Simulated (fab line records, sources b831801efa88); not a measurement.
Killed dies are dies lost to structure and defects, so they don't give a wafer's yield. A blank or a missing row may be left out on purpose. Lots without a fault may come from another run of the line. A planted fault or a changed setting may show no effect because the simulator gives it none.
Chamber matching | flow gf180mcu | GF_V4_CVD_02 on pecvd-03: 3 sister chambers
The step deposits SiO2 from TEOS, target thk 850 nm, time 94.851 s. 3 wafers are shown with their chamber, then 7 later ones without.

WAFERS WITH THEIR CHAMBER
wafer  | chamber | heater_power_w (W)
L793.6 | 0       | 670
L796.1 | 1       | 672
L796.3 | 2       | 690

WAFERS WITHOUT THEIR CHAMBER
wafer  | heater_power_w (W)
L796.4 | 714
L805.1 | 694
L805.4 | 733
L805.5 | 637
L807.1 | 728
L807.3 | 609
L807.6 | 658

WHICH CHAMBER EACH WENT THROUGH
wafer  | from the rows above          | in truth
L796.4 | can't be placed: 2 or 1 or 0 | 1
L805.1 | can't be placed: 2 or 1 or 0 | 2
L805.4 | can't be placed: 2 or 1 or 0 | 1
L805.5 | can't be placed: 0 or 1 or 2 | 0
L807.1 | can't be placed: 2 or 1 or 0 | 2
L807.3 | can't be placed: 0 or 1 or 2 | 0
L807.6 | can't be placed: 0 or 1 or 2 | 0
Placed correctly: 0 of 7. Can't be placed from these rows: 7 (the true chamber is among the candidates in 7). Placed wrongly: 0.
How it was worked out, from the rows above alone: a wafer's distance from a chamber is the root of the sum, over the readings, of the square of ((its reading less the chamber's mean) divided by the reading's scatter). The wafer belongs to the nearest chamber; if the next one is less than 2 further off, it can't be placed. A chamber's mean is the mean of its shown wafers. The scatter: with one shown wafer a chamber, the root of the mean of the squares of how far each hidden wafer lies from its nearest shown one.
